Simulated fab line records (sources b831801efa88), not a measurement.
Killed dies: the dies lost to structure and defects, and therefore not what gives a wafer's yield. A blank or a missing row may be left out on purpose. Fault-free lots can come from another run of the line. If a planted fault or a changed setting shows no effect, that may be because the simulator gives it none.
8D (eight disciplines) problem report, filled in by code	flow sky130	the parts of the form that need people (team, actions taken, sign-off) are left out

== 1. THE ISSUE ==
Mean of oes_product_au at SKY_METAL4_METAL_ETCH_18: 1.000 a.u. across 2 wafers in 2 lots; on wafers with no fault it is 0.863 a.u. (standard deviation 0.008). Relative to the usual mean, that is a shift of +17 standard deviations.
The step: etches the open film in Cl2/BCl3, stops on SiO2, target depth 845 nm, time 183.1 s.
The first sign was on wafer L898.2 at day 44 08:17, on rie_metal-04. At this step, 33 wafers from 11 lots have a number in the record. Rule for "out", or "out of limits": more than 4 standard deviations from the usual mean. The rest of the wafers with a number are treated as sound.

== 2. WHAT IT IS; WHAT IT IS NOT ==
question	is	is not
which readings at this step	oes_product_au	drypump_motor_current_A, throttle_valve_pct
which lots	L898, L902	L890, L891, L892, L893, L894, L895, L896, L909, L911
which wafers of those lots	L898.2, L902.2	L898.1, L898.5, L902.1, L902.3
read on which tools	rie_metal-04	rie_metal-01, rie_metal-03
when	from day 44 08:17	up to then (23 sound wafers); but 8 sound wafers of L902, L909, L911 came after

== 3. SUSPECTS, AND WHAT RULES EACH OUT ==
Counting: if a tool at a process step up to the reading ran every lot that is out, it stays a suspect. Sound lots after the first of them don't rule it out here, since some wafers of a struck lot are sound.
- pvd_sputter-02 at SKY_METAL4_SPUTTER_02 (material AlCu, target thk 735 nm, time 39.1 s): kept. Ran every lot that is out, first one L898 (day 42 10:38); last sound lot up to then L896 (day 42 03:34).
- pvd_sputter-02 at SKY_METAL4_SPUTTER_04 (material TiN, target thk 70 nm, time 58.3 s): kept. Ran every lot that is out, first one L898 (day 42 10:41); last sound lot up to then L896 (day 42 03:37).
- rie_metal-04 at SKY_METAL4_METAL_ETCH_18 (etches the open film in Cl2/BCl3, stops on SiO2, target depth 845 nm, time 183.1 s): kept. Ran every lot that is out, first one L898 (day 44 08:17); last sound lot up to then L896 (day 44 02:44). Out on those wafers are its own readings of oes_product_au.
After the count, these remain: pvd_sputter-02 at SKY_METAL4_SPUTTER_02, pvd_sputter-02 at SKY_METAL4_SPUTTER_04 and rie_metal-04 at SKY_METAL4_METAL_ETCH_18.

== 4. THE CAUSE (what the simulator had put in) ==
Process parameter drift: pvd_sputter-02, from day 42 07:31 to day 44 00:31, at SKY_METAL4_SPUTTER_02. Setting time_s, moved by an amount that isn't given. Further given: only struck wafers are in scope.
After counting, 3 suspects remain, this tool included.

== 5. THE CHAIN OF EFFECTS, in route order ==
Each row: a reading where the mean over the struck wafers with a number is more than 3 standard deviations away from the usual. Scope: only readings with a usual standard deviation given in the record; hours: median across lots of the time from each lot's start at the first step in this table that gives one to its start at this step; sigmas: change in usual standard deviations.
hours	step	reading	usual	on struck wafers	change	sigmas
0	SKY_METAL4_METAL_ETCH_18	oes_product_au	0.863 a.u.	1.000	+0.137	+17
88	SKY_PAD_OPEN_PROBE_99	defect_limited_yield	82.4 %	0.8	-81.6	-43
88	SKY_PAD_OPEN_PROBE_99	killed_at_M4_up	3.1	402.0	+398.9	+99 or more
88	SKY_PAD_OPEN_PROBE_99	killed_dies	87	488	+401	+44
88	SKY_PAD_OPEN_PROBE_99	killed_on_rim	17	96	+78	+22
88	SKY_PAD_OPEN_PROBE_99	sort_bin_5_function	10.3 %	91.7	+81.4	+54
88	SKY_PAD_OPEN_PROBE_99	sort_n_pass	405	4	-401	-44
88	SKY_PAD_OPEN_PROBE_99	sort_yield_pct	82.4 %	0.8	-81.6	-43
It contains these process steps:
- SKY_METAL4_METAL_ETCH_18: etches the open film in Cl2/BCl3, stops on SiO2, target depth 845 nm, time 183.1 s.
- SKY_PAD_OPEN_PROBE_99

== 6. HOW IT WOULD HAVE BEEN CAUGHT EARLIER ==
The fault began at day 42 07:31; the first out-of-limits reading in this record came at day 44 08:17, 49 hours later.
Of the tool readings at SKY_METAL4_SPUTTER_02 for which the record gives a usual standard deviation, none was out on any struck wafer, so an alarm limit of 4 standard deviations on them would not have fired.
Each of the lots that are out, 2 in all, had begun SKY_METAL4_SPUTTER_02 on pvd_sputter-02 no later than day 44 08:17. None of them would have been spared by holding the tool at that moment.
